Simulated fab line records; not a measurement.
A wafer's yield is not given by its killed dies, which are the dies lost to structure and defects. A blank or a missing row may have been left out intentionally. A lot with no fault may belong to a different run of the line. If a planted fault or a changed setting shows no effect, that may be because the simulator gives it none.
Chamber matching / flow gf180mcu / GF_V4_CMP_26 on cmp-01: 4 sister chambers
The step polishes, stops on SiO2, t overpolish 15 s, target thk 0 nm. 8 wafers are shown with their chamber, then 7 later ones without.

== WAFERS, EACH WITH ITS CHAMBER ==
wafer=L865.1; chamber=1; motor current A (A)=9.0; time to endpoint s (s)=91
wafer=L865.5; chamber=0; motor current A (A)=13.2; time to endpoint s (s)=84
wafer=L865.6; chamber=3; motor current A (A)=10.4; time to endpoint s (s)=91
wafer=L866.1; chamber=3; motor current A (A)=10.4; time to endpoint s (s)=87
wafer=L866.2; chamber=2; motor current A (A)=9.2; time to endpoint s (s)=91
wafer=L866.5; chamber=0; motor current A (A)=13.0; time to endpoint s (s)=86
wafer=L871.2; chamber=1; motor current A (A)=9.0; time to endpoint s (s)=88
wafer=L871.3; chamber=2; motor current A (A)=9.5; time to endpoint s (s)=88

== WAFERS WITH NO CHAMBER GIVEN ==
wafer=L871.5; motor current A (A)=8.6; time to endpoint s (s)=90
wafer=L873.1; motor current A (A)=12.5; time to endpoint s (s)=87
wafer=L873.4; motor current A (A)=9.0; time to endpoint s (s)=87
wafer=L873.6; motor current A (A)=9.3; time to endpoint s (s)=88
wafer=L879.2; motor current A (A)=13.4; time to endpoint s (s)=87
wafer=L879.4; motor current A (A)=9.9; time to endpoint s (s)=88
wafer=L879.5; motor current A (A)=9.6; time to endpoint s (s)=89

== THE CHAMBER EACH PASSED THROUGH ==
wafer=L871.5; from the rows above=1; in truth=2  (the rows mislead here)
wafer=L873.1; from the rows above=0; in truth=0
wafer=L873.4; from the rows above=can't be placed: 1 or 2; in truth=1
wafer=L873.6; from the rows above=can't be placed: 2 or 1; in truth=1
wafer=L879.2; from the rows above=0; in truth=0
wafer=L879.4; from the rows above=can't be placed: 3 or 2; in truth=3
wafer=L879.5; from the rows above=2; in truth=2
3 of 7 placed correctly. Cannot be placed on the basis of these rows: 3; the candidates contain the true chamber in 3. Number placed wrongly: 1.
How it was worked out, from the rows above alone: a wafer's distance from a chamber is the root of the sum, over the readings, of the square of ((its reading less the chamber's mean) divided by the reading's scatter). If the next closest chamber is less than 2 further off than the closest, the wafer can't be placed; otherwise it belongs to the closest. Each chamber's mean is taken over the wafers shown for it. The scatter: the root of (the sum of the squares of (reading less its chamber's mean) over the shown wafers, divided by (wafers less chambers)).
